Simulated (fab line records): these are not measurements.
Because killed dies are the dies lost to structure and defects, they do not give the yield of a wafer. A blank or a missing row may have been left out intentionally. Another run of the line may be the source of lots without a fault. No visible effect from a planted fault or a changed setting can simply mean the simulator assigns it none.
Which tool did it? | flow gf180mcu | 6 lots with 18 wafers sampled at 2 steps, on a route of 602 steps

== WHAT THE GAUGES SHOWED, per wafer ==
GF_NWELL_OVL_MEAS_07.
lot  | measured    | on         | NWELL_OVL (nm)
L488 | day 4 21:34 | overlay-01 | - - -
L493 | day 6 01:59 | overlay-02 | -0.8 -2.0 -1.5
L496 | day 6 18:01 | overlay-02 | 1.0 1.1 1.3
L498 | day 7 05:47 | overlay-02 | 0.1 -0.3 -0.2
L500 | day 7 15:28 | overlay-02 | 1.9 0.8 0.9
L504 | day 8 13:09 | overlay-01 | 1.0 1.4 0.5

== WHICH TOOL RAN EACH LOT (tool, then ch and the chambers of the sampled wafers, then the start) ==
lot  | GF_NWELL_EXPOSE_04
L488 | iline_stepper-02 ch 0, day 4 14:40
L493 | iline_stepper-02 ch 0, day 5 19:19
L496 | iline_stepper-02 ch 0, day 6 10:56
L498 | iline_stepper-01 ch 0, day 6 21:15
L500 | iline_stepper-02 ch 0, day 7 07:50
L504 | iline_stepper-01 ch 0, day 8 04:31
- GF_NWELL_EXPOSE_04: exposes mask Nwell, target cd 860 nm.

== THE ANSWER, worked out from the rows above alone ==
Rule: what is usual is taken from the lots themselves. Put in order of their means at a reading, lots are off if they are a third of the lots or fewer, leave a main group of 4 or more, and stand apart from it by a gap of 3 or more times the standard deviation of the main group's means; of several such gaps the widest counts. A main group whose means are all the same, to the digits that the tables above print for the reading, isn't used. Also off: a lot with no number at a reading for which 4 or more lots have one. Where the step has rows for the other lots, those lots are counted as sound.
Off: L488, seen at GF_NWELL_OVL_MEAS_07 (NWELL_OVL). Without a number there: L488. The main group: mean 0.3 nm, standard deviation 1.
A tool fits if, at a process step before that reading, it ran every lot that is off, and no sound lot after the first of them. Gauges at GF_NWELL_OVL_MEAS_07: tried the same way as those tools. Of those tried, none fits.

== WHAT THE SIMULATOR PUT IN ==
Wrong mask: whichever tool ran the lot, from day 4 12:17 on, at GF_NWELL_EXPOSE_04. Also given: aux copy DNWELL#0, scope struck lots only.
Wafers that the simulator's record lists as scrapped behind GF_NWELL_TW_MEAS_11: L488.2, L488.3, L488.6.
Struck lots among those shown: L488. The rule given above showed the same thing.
